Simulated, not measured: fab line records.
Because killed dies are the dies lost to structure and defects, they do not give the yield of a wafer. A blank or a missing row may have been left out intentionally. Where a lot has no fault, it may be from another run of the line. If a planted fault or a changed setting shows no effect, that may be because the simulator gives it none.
A struck lot beside a sound one :: flow gf180mcu :: 14 out of 602 route steps
Sound: wafers L153.4, L153.5, L153.6. Wafers L156.2, L156.5, L156.6 were the ones struck. The cause is given at the end.
At each step with rows: each side's tool, then ch and its chambers, then its first start. Under that, the readings that differ: sound wafers :: struck wafers :: difference of the means :: sigmas: that difference in standard deviations of wafers without a fault.
alike: readings whose means differ by less than 2 such deviations, and words and numbers that are the same on both sides. not compared: withheld readings, readings that some wafer has no value for, bounds like >300 that may hide the same value, and numbers for which the record gives no deviation and whose values overlap.
The two part at a step that has a row with sigmas, a row that says differs or no value, or rows on one side only. Numbers that have no deviation but don't overlap get no sigmas and don't part them. A reading missing from all wafers of one side parts the sides only when that side holds two or more wafers.

first, 2 steps without rows for these wafers: GF_HV_LDD_PEB_44; GF_HV_LDD_DEVELOP_45 (develop time 60 s).
GF_HV_LDD_CD_MEAS_46 targets a cd of 400 nm.
  sound: cd_sem-01 at day 14 13:46; struck: cd_sem-01 at day 15 06:56
  alike: cd_nm
GF_HV_LDD_OVL_MEAS_47:
  sound: overlay-01 at day 14 13:51; struck: overlay-01 at day 15 07:02
  alike: HV_LDD_03_OVL
next, for these wafers, 1 step has no rows: GF_HV_LDD_IMPLANT_48.
GF_HV_LDD_STRIP_49: strips in O2/N2.
  sound on plasma_asher-01 ch 0,1, day 14 14:03; struck on plasma_asher-01 ch 0,1, day 15 07:13
  alike: chamber_pressure_mTorr, drypump_motor_current_A, heater_power_w, oes_product_au, strip_time_to_endpoint_s
  not compared: rf_hours_counter_h
GF_HV_LDD_TW_MEAS_50:
  sound: film_metro-03 at day 14 14:08; struck: film_metro-01 at day 15 07:19
reading: HV_LDD_4_TW
sound: 576 576 575
struck: 569 564 570
difference: -8
sigmas: -2
then, 1 step without rows for these wafers: GF_HV_LDD_CLEAN_51 (cleans in SC1/SC2, time 150 s).
GF_HV_LDD_RTA_52: time 10 s.
  sound on rtp_anneal-01 ch 0, day 14 14:16; struck on rtp_anneal-01 ch 0, day 15 07:26
  alike: lamp_power_pct, wafer_temp_C_max
GF_HV_LDD_RS_MEAS_53: uses a four-point probe to measure.
  sound: film_metro-01 at day 14 14:22; struck: film_metro-04 at day 15 07:31
reading: HV_LDD_RS (ohm/sq)
sound: 423.7 423.1 424.2
struck: 422.1 422.0 421.3
difference: -1.9
sigmas: -2
then, 1 step without rows for these wafers: GF_HV_LDD_CVD_54 (deposits SiO2 from TEOS, target thk 10 nm, time 75 s).
GF_HV_LDD_THK_MEAS_55:
  sound: film_metro-04 at day 14 15:28; struck: film_metro-01 at day 15 08:38
  alike: HV_LDD_CVD_54_THK
GF_HV_LDD_CVD_56: deposits Si3N4 from DCS/NH3, target thk 90 nm, time 1543 s.
  sound on lpcvd-01 ch 1, day 14 15:30; struck on lpcvd-02 ch 0, day 15 08:41
  no value came back on the struck wafers for pressure_mtorr (mTorr), spike_tc_bottom_C (C); on the sound wafers pressure_mtorr (mTorr) reads 249.9 249.7 249.8
GF_PASSIVATION_PROBE_99:
  the record holds rows for the sound wafers here (prober-02, day 31 01:17) but none for the struck ones

## WHERE THEY PART
Earliest at GF_HV_LDD_TW_MEAS_50; latest, in this record, at GF_PASSIVATION_PROBE_99.

WHY: the cause the simulator had injected
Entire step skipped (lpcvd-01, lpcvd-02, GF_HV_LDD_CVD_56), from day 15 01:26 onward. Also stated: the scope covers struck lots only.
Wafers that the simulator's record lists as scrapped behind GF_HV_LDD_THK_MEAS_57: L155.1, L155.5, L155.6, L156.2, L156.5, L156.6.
